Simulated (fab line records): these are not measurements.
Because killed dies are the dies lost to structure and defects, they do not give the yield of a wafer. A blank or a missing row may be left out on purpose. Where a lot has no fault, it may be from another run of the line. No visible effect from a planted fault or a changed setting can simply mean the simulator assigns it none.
Which of the tools did it? :: flow sky130 :: 33 wafers from 11 lots sampled at 5 of the route's 708 steps

WHAT EACH GAUGE READ, for each wafer
SKY_VIA1_THK_MEAS_23: measures by xrf. Usual: VIA1_W_THK typically reads 279 nm, with standard deviation 3.3.
lot: L829
measured: day 34 09:01
on: film metro-01
VIA1_W_THK (nm): 285 280 279
flag: 

lot: L830
measured: day 34 15:34
on: film metro-01
VIA1_W_THK (nm): 273 277 281
flag: 

lot: L831
measured: day 34 19:44
on: film metro-03
VIA1_W_THK (nm): 280 280 280
flag: 

lot: L832
measured: day 35 06:22
on: film metro-01
VIA1_W_THK (nm): 284 281 285
flag: 

lot: L835
measured: day 36 04:10
on: film metro-02
VIA1_W_THK (nm): 281 275 277
flag: 

lot: L833
measured: day 36 05:37
on: film metro-01
VIA1_W_THK (nm): 277 278 278
flag: 

lot: L836
measured: day 36 22:34
on: film metro-02
VIA1_W_THK (nm): 277 282 279
flag: 

lot: L837
measured: day 37 09:56
on: film metro-03
VIA1_W_THK (nm): 281 286 282
flag: 

lot: L840
measured: day 37 19:40
on: film metro-03
VIA1_W_THK (nm): 280 275 284
flag: 

lot: L843
measured: day 38 21:21
on: film metro-02
VIA1_W_THK (nm): 284 286 284
flag: 

lot: L844
measured: day 39 01:14
on: film metro-02
VIA1_W_THK (nm): 275 281 281
flag: 

SKY_METAL2_CD_MEAS_15: target cd 140 nm. Usual: cd nm at 140.1 nm, with a standard deviation of 1.3.
lot: L829
measured: day 35 12:01
on: cd sem-02
cd nm (nm): 140.1 141.5 139.6
flag: 

lot: L830
measured: day 35 18:46
on: cd sem-01
cd nm (nm): 140.6 142.2 140.4
flag: 

lot: L831
measured: day 35 23:18
on: cd sem-01
cd nm (nm): 141.4 139.3 140.0
flag: 

lot: L832
measured: day 36 09:32
on: cd sem-02
cd nm (nm): 141.7 139.6 142.0
flag: 

lot: L835
measured: day 37 07:13
on: cd sem-01
cd nm (nm): 140.6 141.5 142.1
flag: 

lot: L833
measured: day 37 08:16
on: cd sem-02
cd nm (nm): 139.4 140.3 139.7
flag: 

lot: L836
measured: day 38 01:44
on: cd sem-01
cd nm (nm): 140.1 140.8 139.9
flag: 

lot: L837
measured: day 38 12:50
on: cd sem-01
cd nm (nm): 138.7 138.2 139.1
flag: 

lot: L840
measured: day 38 21:56
on: cd sem-01
cd nm (nm): 141.1 140.6 141.0
flag: 

lot: L843
measured: day 39 22:16
on: cd sem-01
cd nm (nm): 142.6 143.0 143.0
flag: 

lot: L844
measured: day 40 04:37
on: cd sem-01
cd nm (nm): 84.5 102.4 110.7
flag: OFF

WHAT TOOL EACH LOT RAN ON (gives the tool, then ch and the chambers of the sampled wafers, and finally the start)
lot: L829
SKY_METAL2_SPUTTER_01: pvd sputter-04, day 34 09:24
SKY_METAL2_SPUTTER_04: pvd sputter-04, day 34 09:28
SKY_METAL2_EXPOSE_12: krf scanner-01 ch 0, day 34 23:12

lot: L830
SKY_METAL2_SPUTTER_01: pvd sputter-04, day 34 15:55
SKY_METAL2_SPUTTER_04: pvd sputter-04, day 34 15:59
SKY_METAL2_EXPOSE_12: krf scanner-01 ch 0, day 35 05:41

lot: L831
SKY_METAL2_SPUTTER_01: pvd sputter-02, day 34 20:07
SKY_METAL2_SPUTTER_04: pvd sputter-02, day 34 20:11
SKY_METAL2_EXPOSE_12: krf scanner-02 ch 0, day 35 10:27

lot: L832
SKY_METAL2_SPUTTER_01: pvd sputter-04, day 35 06:44
SKY_METAL2_SPUTTER_04: pvd sputter-04, day 35 06:49
SKY_METAL2_EXPOSE_12: krf scanner-01 ch 0, day 35 20:19

lot: L835
SKY_METAL2_SPUTTER_01: pvd sputter-03, day 36 04:40
SKY_METAL2_SPUTTER_04: pvd sputter-03, day 36 04:44
SKY_METAL2_EXPOSE_12: krf scanner-01 ch 0, day 36 18:36

lot: L833
SKY_METAL2_SPUTTER_01: pvd sputter-04, day 36 05:59
SKY_METAL2_SPUTTER_04: pvd sputter-04, day 36 06:04
SKY_METAL2_EXPOSE_12: krf scanner-02 ch 0, day 36 19:34

lot: L836
SKY_METAL2_SPUTTER_01: pvd sputter-03, day 36 22:56
SKY_METAL2_SPUTTER_04: pvd sputter-03, day 36 23:01
SKY_METAL2_EXPOSE_12: krf scanner-01 ch 0, day 37 12:05

lot: L837
SKY_METAL2_SPUTTER_01: pvd sputter-04, day 37 10:19
SKY_METAL2_SPUTTER_04: pvd sputter-04, day 37 10:23
SKY_METAL2_EXPOSE_12: krf scanner-02 ch 0, day 38 00:04

lot: L840
SKY_METAL2_SPUTTER_01: pvd sputter-03, day 37 20:02
SKY_METAL2_SPUTTER_04: pvd sputter-03, day 37 20:07
SKY_METAL2_EXPOSE_12: krf scanner-02 ch 0, day 38 09:11

lot: L843
SKY_METAL2_SPUTTER_01: pvd sputter-03, day 38 21:43
SKY_METAL2_SPUTTER_04: pvd sputter-03, day 38 21:47
SKY_METAL2_EXPOSE_12: krf scanner-01 ch 0, day 39 10:22

lot: L844
SKY_METAL2_SPUTTER_01: pvd sputter-02, day 39 03:56
SKY_METAL2_SPUTTER_04: pvd sputter-02, day 39 04:00
SKY_METAL2_EXPOSE_12: krf scanner-02 ch 0, day 39 16:12
- SKY_METAL2_SPUTTER_01: material TiN, target thk 20 nm, time 16.7 s.
- SKY_METAL2_SPUTTER_04: material TiN, target thk 70 nm, time 58.3 s.
- SKY_METAL2_EXPOSE_12: exposes mask MM2, target cd 140 nm.

WHAT THE TOOLS THEMSELVES READ (means of the sampled wafers that have a number; where no wafer has one, the mark that the record gives instead)
SKY_METAL2_SPUTTER_01. Usual: chamber pressure pa 0.4002 Pa, standard deviation 0.00071; throttle valve pct 29.8 %, standard deviation 1.1.
lot: L829
tool: pvd sputter-04
chamber pressure pa (Pa): 0.4000
throttle valve pct (%): 28.7
flag: 

lot: L830
tool: pvd sputter-04
chamber pressure pa (Pa): 0.4000
throttle valve pct (%): 30.0
flag: 

lot: L831
tool: pvd sputter-02
chamber pressure pa (Pa): 0.4007
throttle valve pct (%): 30.8
flag: 

lot: L832
tool: pvd sputter-04
chamber pressure pa (Pa): 0.4007
throttle valve pct (%): 29.2
flag: 

lot: L835
tool: pvd sputter-03
chamber pressure pa (Pa): 0.4000
throttle valve pct (%): 29.5
flag: 

lot: L833
tool: pvd sputter-04
chamber pressure pa (Pa): 0.3992
throttle valve pct (%): 28.5
flag: 

lot: L836
tool: pvd sputter-03
chamber pressure pa (Pa): 0.3997
throttle valve pct (%): 30.3
flag: 

lot: L837
tool: pvd sputter-04
chamber pressure pa (Pa): 0.3999
throttle valve pct (%): 29.8
flag: 

lot: L840
tool: pvd sputter-03
chamber pressure pa (Pa): 0.4010
throttle valve pct (%): 30.5
flag: 

lot: L843
tool: pvd sputter-03
chamber pressure pa (Pa): 0.4009
throttle valve pct (%): 30.4
flag: 

lot: L844
tool: pvd sputter-02
chamber pressure pa (Pa): 0.4000
throttle valve pct (%): 30.2
flag: 

SKY_METAL2_SPUTTER_04. Usual: chamber pressure pa 0.4001 Pa, standard deviation 0.00079; throttle valve pct 29.8 %, standard deviation 1.1.
lot: L829
tool: pvd sputter-04
chamber pressure pa (Pa): 0.3998
throttle valve pct (%): 28.7
flag: 

lot: L830
tool: pvd sputter-04
chamber pressure pa (Pa): 0.4007
throttle valve pct (%): 30.0
flag: 

lot: L831
tool: pvd sputter-02
chamber pressure pa (Pa): 0.3996
throttle valve pct (%): 30.7
flag: 

lot: L832
tool: pvd sputter-04
chamber pressure pa (Pa): 0.4006
throttle valve pct (%): 29.1
flag: 

lot: L835
tool: pvd sputter-03
chamber pressure pa (Pa): 0.4000
throttle valve pct (%): 29.6
flag: 

lot: L833
tool: pvd sputter-04
chamber pressure pa (Pa): 0.3992
throttle valve pct (%): 28.6
flag: 

lot: L836
tool: pvd sputter-03
chamber pressure pa (Pa): 0.3995
throttle valve pct (%): 30.4
flag: 

lot: L837
tool: pvd sputter-04
chamber pressure pa (Pa): 0.4000
throttle valve pct (%): 29.9
flag: 

lot: L840
tool: pvd sputter-03
chamber pressure pa (Pa): 0.4004
throttle valve pct (%): 30.4
flag: 

lot: L843
tool: pvd sputter-03
chamber pressure pa (Pa): 0.3994
throttle valve pct (%): 30.3
flag: 

lot: L844
tool: pvd sputter-02
chamber pressure pa (Pa): 0.3998
throttle valve pct (%): 30.2
flag: 

SKY_METAL2_EXPOSE_12. Usual: exposure dose mJ cm2 28.000, standard deviation 0.028; reticle temp C 23.02 C, standard deviation 0.094.
lot: L829
tool: krf scanner-01
exposure dose mJ cm2: 27.985
reticle temp C (C): 22.91
flag: 

lot: L830
tool: krf scanner-01
exposure dose mJ cm2: 27.986
reticle temp C (C): 22.95
flag: 

lot: L831
tool: krf scanner-02
exposure dose mJ cm2: 27.990
reticle temp C (C): 23.03
flag: 

lot: L832
tool: krf scanner-01
exposure dose mJ cm2: 27.987
reticle temp C (C): 23.07
flag: 

lot: L835
tool: krf scanner-01
exposure dose mJ cm2: 28.018
reticle temp C (C): 23.04
flag: 

lot: L833
tool: krf scanner-02
exposure dose mJ cm2: 28.020
reticle temp C (C): 22.89
flag: 

lot: L836
tool: krf scanner-01
exposure dose mJ cm2: 28.009
reticle temp C (C): 23.04
flag: 

lot: L837
tool: krf scanner-02
exposure dose mJ cm2: 27.955
reticle temp C (C): 23.02
flag: 

lot: L840
tool: krf scanner-02
exposure dose mJ cm2: 27.964
reticle temp C (C): 23.04
flag: 

lot: L843
tool: krf scanner-01
exposure dose mJ cm2: 28.045
reticle temp C (C): 23.01
flag: 

lot: L844
tool: krf scanner-02
exposure dose mJ cm2: 26.176
reticle temp C (C): 23.04
flag: OFF

THE ANSWER, worked out from the rows above alone
Rule: a lot is off if the mean of its wafers that have a number lies more than 3 standard deviations from the usual mean. Also off: a lot with no number at a reading for which 4 or more lots have one. All remaining lots with rows at the step are treated as sound. First the gauges in route order, then the tools' own readings, where a lot's mean is used as printed above. The first step at which some lot is off is used, and at that step the reading that is off furthest; a lot without a number counts as furthest.
Off: L844, at SKY_METAL2_CD_MEAS_15 (cd nm).
A tool fits if, at a process step before that reading, it ran every lot that is off, and no sound lot after the first of them. Not tried: the gauges at SKY_METAL2_CD_MEAS_15; whatever is off there is also off at SKY_METAL2_EXPOSE_12, on other tools, and gauge error can't account for it. This does not decide it: 2 tools fit, namely pvd sputter-02 at SKY_METAL2_SPUTTER_01 and SKY_METAL2_SPUTTER_04 and krf scanner-02 at SKY_METAL2_EXPOSE_12.

WHAT THE SIMULATOR HAD INSERTED
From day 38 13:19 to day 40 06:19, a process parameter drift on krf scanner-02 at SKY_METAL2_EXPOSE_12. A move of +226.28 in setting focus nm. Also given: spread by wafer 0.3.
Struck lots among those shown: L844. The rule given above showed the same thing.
